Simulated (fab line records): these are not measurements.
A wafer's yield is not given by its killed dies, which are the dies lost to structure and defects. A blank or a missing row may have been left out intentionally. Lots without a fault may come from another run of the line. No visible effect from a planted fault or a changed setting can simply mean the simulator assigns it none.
Check of tool commonality / flow sky130 / 13 lots, 39 wafers sampled

WHAT PROMPTED THE OPENING
At SKY_SD_P_CD_MEAS_07 the reading cdNm is flagged on 1 of 13 lots. Fault-free wafers read 380.1 nm, with a standard deviation of 1.9.
Rule: a lot is flagged in two cases, either no wafer of it has a number, or all its wafers with numbers fall more than 4 standard deviations from that mean. The rest of the lots are taken to be sound.

lot=L636; measured=day 25 17:37; on=cdSem-02; cdNm (nm), wafer by wafer=379.5 380.2 379.1; flag=
lot=L638; measured=day 26 13:31; on=cdSem-02; cdNm (nm), wafer by wafer=377.7 374.5 378.6; flag=
lot=L640; measured=day 27 01:23; on=cdSem-01; cdNm (nm), wafer by wafer=379.1 379.6 380.7; flag=
lot=L641; measured=day 27 08:07; on=cdSem-02; cdNm (nm), wafer by wafer=378.3 377.8 380.9; flag=
lot=L642; measured=day 28 02:46; on=cdSem-01; cdNm (nm), wafer by wafer=376.8 376.6 377.2; flag=
lot=L643; measured=day 28 10:20; on=cdSem-02; cdNm (nm), wafer by wafer=381.0 379.1 379.6; flag=
lot=L645; measured=day 28 15:47; on=cdSem-02; cdNm (nm), wafer by wafer=379.8 377.7 377.3; flag=
lot=L647; measured=day 29 15:01; on=cdSem-02; cdNm (nm), wafer by wafer=409.5 408.5 409.6; flag=FLAGGED
lot=L652; measured=day 30 19:43; on=cdSem-02; cdNm (nm), wafer by wafer=379.7 382.5 383.2; flag=
lot=L656; measured=day 32 02:02; on=cdSem-01; cdNm (nm), wafer by wafer=382.2 382.4 381.4; flag=
lot=L657; measured=day 32 12:22; on=cdSem-02; cdNm (nm), wafer by wafer=378.1 377.2 377.4; flag=
lot=L658; measured=day 32 15:07; on=cdSem-02; cdNm (nm), wafer by wafer=377.0 379.8 380.1; flag=
lot=L659; measured=day 33 05:03; on=cdSem-01; cdNm (nm), wafer by wafer=381.6 380.8 382.1; flag=
The mean of the flagged lots' numbers is 409.2 nm, +29.1 nm from the usual (+15 standard deviations).

EACH LOT AND THE TOOL IT RAN ON
The record holds 1 process step before the reading, out of a route of 708 steps. Every cell lists first the tool, next ch and the chambers used by the sampled wafers, and last the start.
lot=L636; flag=; SKY_SD_P_EXPOSE_04=ilineStepper-02 ch 0, day 25 03:55
lot=L638; flag=; SKY_SD_P_EXPOSE_04=ilineStepper-01 ch 0, day 25 23:23
lot=L640; flag=; SKY_SD_P_EXPOSE_04=ilineStepper-01 ch 0, day 26 11:20
lot=L641; flag=; SKY_SD_P_EXPOSE_04=ilineStepper-01 ch 0, day 26 17:50
lot=L642; flag=; SKY_SD_P_EXPOSE_04=ilineStepper-01 ch 0, day 27 12:17
lot=L643; flag=; SKY_SD_P_EXPOSE_04=ilineStepper-01 ch 0, day 27 20:19
lot=L645; flag=; SKY_SD_P_EXPOSE_04=ilineStepper-01 ch 0, day 28 02:29
lot=L647; flag=FLAGGED; SKY_SD_P_EXPOSE_04=ilineStepper-01 ch 0, day 29 01:35
lot=L652; flag=; SKY_SD_P_EXPOSE_04=ilineStepper-02 ch 0, day 30 06:34
lot=L656; flag=; SKY_SD_P_EXPOSE_04=ilineStepper-01 ch 0, day 31 12:58
lot=L657; flag=; SKY_SD_P_EXPOSE_04=ilineStepper-01 ch 0, day 31 23:37
lot=L658; flag=; SKY_SD_P_EXPOSE_04=ilineStepper-02 ch 0, day 32 01:49
lot=L659; flag=; SKY_SD_P_EXPOSE_04=ilineStepper-01 ch 0, day 32 15:33
What these steps do:
- SKY_SD_P_EXPOSE_04: exposes mask PSDM, target cd 380 nm.
- SKY_SD_P_CD_MEAS_07: target cd 380 nm.

FLAGGED OVER TOTAL, TOOL BY TOOL (the gauges that took the reading come last)
step=SKY_SD_P_EXPOSE_04; tool=ilineStepper-01; lots run=10; flagged=1; share of the flagged lots=all; sound lots run after its first flagged lot=3 (L656,L657,L659)
step=SKY_SD_P_EXPOSE_04; tool=ilineStepper-02; lots run=3; flagged=0; share of the flagged lots=none; sound lots run after its first flagged lot=-
step=SKY_SD_P_CD_MEAS_07; tool=cdSem-01; lots run=4; flagged=0; share of the flagged lots=none; sound lots run after its first flagged lot=-
step=SKY_SD_P_CD_MEAS_07; tool=cdSem-02; lots run=9; flagged=1; share of the flagged lots=all; sound lots run after its first flagged lot=3 (L652,L657,L658)

WHAT THE TABLE PERMITS
In 2 table rows, all flagged lots were run: ilineStepper-01 (SKY_SD_P_EXPOSE_04), cdSem-02 (SKY_SD_P_CD_MEAS_07).
- ilineStepper-01 at SKY_SD_P_EXPOSE_04: 1 of its 10 lots flagged. Lots that were sound ran on it after the first flagged one (L656, L657, L659); a persistent fault on the entire tool would not allow that.
- cdSem-02 at SKY_SD_P_CD_MEAS_07: 1 of its 9 lots flagged. Lots that were sound ran on it after the first flagged one (L652, L657, L658); a persistent fault on the entire tool would not allow that.
None of the table's rows ran every flagged lot and, after the first, no sound lot.

WHAT THE SIMULATOR PUT IN
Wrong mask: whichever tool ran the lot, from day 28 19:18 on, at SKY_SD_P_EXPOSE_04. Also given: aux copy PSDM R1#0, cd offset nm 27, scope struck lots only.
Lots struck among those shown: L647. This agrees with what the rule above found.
